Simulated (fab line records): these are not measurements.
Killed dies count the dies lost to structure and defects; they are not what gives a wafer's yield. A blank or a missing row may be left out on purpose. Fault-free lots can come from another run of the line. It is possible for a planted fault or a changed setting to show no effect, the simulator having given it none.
Matching of chambers	flow sky130	rie diel-02 running SKY_PAD_OPEN_ETCH_07: 4 sister chambers
The step etches the open film in CF4/O2, stops on AlCu, target depth 725 nm, time 161.1 s. 20 wafers are shown with their chamber, then 10 later ones without.

## WAFERS PAIRED WITH THEIR CHAMBERS
wafer	chamber	drypump motor current A (A)	throttle valve pct (%)	oes product au (a.u.)
L075.1	1	5.4	5.965	0.964
L075.4	2	5.1	5.981	0.973
L075.6	0	5.9	5.972	0.982
L078.2	1	5.4	5.968	0.979
L078.3	2	5.1	5.970	0.973
L078.4	0	6.0	5.968	0.981
L077.1	0	6.0	5.980	0.981
L077.5	1	5.4	5.960	0.990
L077.6	0	6.0	5.973	0.987
L079.2	2	5.2	5.964	0.982
L079.3	1	5.4	5.964	0.974
L079.5	1	5.4	5.970	0.971
L082.1	3	5.7	5.955	0.968
L082.4	0	6.0	5.966	0.978
L082.5	2	5.2	5.961	0.979
L085.1	0	6.0	5.959	0.982
L085.4	2	5.2	5.963	0.988
L085.6	3	5.6	5.959	0.985
L090.3	3	5.6	5.974	0.983
L090.5	3	5.6	5.964	0.994

SIGNATURES, as means of the wafers listed above
reading	chamber 0	chamber 1	chamber 2	chamber 3	scatter within a chamber
drypump motor current A	5.983	5.400	5.160	5.625	0.0417
throttle valve pct	5.96967	5.96540	5.96780	5.96300	0.00697
oes product au	0.98183	0.97560	0.97900	0.98250	0.00763
Rule: a wafer lies at a distance from a chamber equal to the root of the sum of squares, over the readings, of (its reading less the chamber's mean, divided by the reading's scatter). If the next closest chamber is less than 2 further off than the closest, the wafer can't be placed; otherwise it belongs to the closest. The scatter: take each reading less its chamber's mean, square it, sum over the shown wafers, divide by the number of wafers less the number of chambers, and take the root.

## WAFERS WITH NO CHAMBER GIVEN
wafer	drypump motor current A (A)	throttle valve pct (%)	oes product au (a.u.)
L090.6	5.9	5.970	0.985
L091.3	5.2	5.981	0.972
L091.5	5.9	5.954	0.978
L091.6	5.7	5.968	0.991
L093.1	5.4	5.961	0.982
L093.4	5.7	5.958	0.980
L093.5	6.0	5.973	0.980
L097.1	5.4	5.971	0.974
L097.2	5.9	5.971	0.984
L097.3	5.6	5.973	0.986

## THE CHAMBER EACH PASSED THROUGH
wafer	from the rows above	in truth
L090.6	0	0
L091.3	2	2
L091.5	0	0
L091.6	3	3
L093.1	1	1
L093.4	3	3
L093.5	0	0
L097.1	1	1
L097.2	0	0
L097.3	3	3
10 of 10 placed correctly. Left unplaced by these rows: 0. 0 placed wrongly.
